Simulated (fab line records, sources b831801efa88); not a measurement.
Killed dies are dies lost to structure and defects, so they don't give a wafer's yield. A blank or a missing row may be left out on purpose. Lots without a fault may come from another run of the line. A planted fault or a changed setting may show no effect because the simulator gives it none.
Problem report in the 8D (eight disciplines) form, filled by code | flow gf180mcu | the parts of the form that need people (team, actions taken, sign-off) are left out

1. THE PROBLEM
bias_w at GF_V1_ETCH_17 reads a mean of 1280 W on 1 wafer of 1 lot; wafers without a fault read 1200 W with a standard deviation of 3.6. That is +22 standard deviations from the usual mean.
The step: etches SiO2 in C4F8/O2/Ar, stops on TiN, target depth 630 nm.
First seen on wafer L177.1, day 22 07:00, on rie_diel-03. The record holds 15 wafers of 5 lots with a number at this step. Rule for "out", or "out of limits": more than 4 standard deviations from the usual mean. The other wafers with a number count as sound.

2. WHAT IT IS AND WHAT IT IS NOT
question                    | is                | is not
which readings at this step | bias_w            | oes_product_au
which lots                  | L177              | L169, L170, L188, L189
which wafers of those lots  | L177.1            | L177.3, L177.5
read on which tools         | rie_diel-03       | rie_diel-04
when                        | from day 22 07:00 | up to then (8 sound wafers); but 6 sound wafers of L188, L189 came after

3. SUSPECTS, AND WHAT RULES EACH OUT
Counting: a tool at a process step up to the reading stays a suspect if it ran every lot that is out. Sound lots after the first of them don't rule it out here, since some wafers of a struck lot are sound.
- rie_diel-03 at GF_V1_ETCH_16 (etches BARC in N2/H2): kept. It ran the lot that is out, L177 (day 22 07:22); its last sound lot up to then is L170 (day 19 21:23).
- rie_diel-03 at GF_V1_ETCH_17 (etches SiO2 in C4F8/O2/Ar, stops on TiN, target depth 630 nm): kept. It ran the lot that is out, L177 (day 22 07:00); its last sound lot up to then is L170 (day 19 21:00). Its own readings are out on those wafers: bias_w.
- Within rie_diel-03 at GF_V1_ETCH_16: the wafers that are out ran in chamber 2; their sound lot-mates ran in chambers 0, 3.
- Within rie_diel-03 at GF_V1_ETCH_17: the wafers that are out ran in chamber 2; their sound lot-mates ran in chambers 0, 3.
Left after counting: rie_diel-03 at GF_V1_ETCH_16, rie_diel-03 at GF_V1_ETCH_17.

4. THE CAUSE (what the simulator had put in)
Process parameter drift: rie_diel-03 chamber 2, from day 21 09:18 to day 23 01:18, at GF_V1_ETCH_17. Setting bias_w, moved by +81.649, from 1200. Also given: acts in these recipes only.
Counting left 2 suspects, and this tool is among them.

5. THE CHAIN OF EFFECTS, in route order
Each row: a reading whose mean over the struck wafers that have a number lies more than 3 standard deviations from the usual. Only readings for which the record gives a usual standard deviation are gone through. hours: the time from each lot's start at the first step in this table that gives one to its start at this step, as a median over the lots. sigmas: the change in usual standard deviations.
hours | step          | reading | usual  | on struck wafers | change | sigmas
0     | GF_V1_ETCH_17 | bias_w  | 1200 W | 1280             | +80    | +22
The process steps in it:
- GF_V1_ETCH_17: etches SiO2 in C4F8/O2/Ar, stops on TiN, target depth 630 nm.

6. WHAT WOULD HAVE CAUGHT IT SOONER
In this record the first reading out of limits was taken at day 22 07:00, 22 hours after the fault began at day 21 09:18.
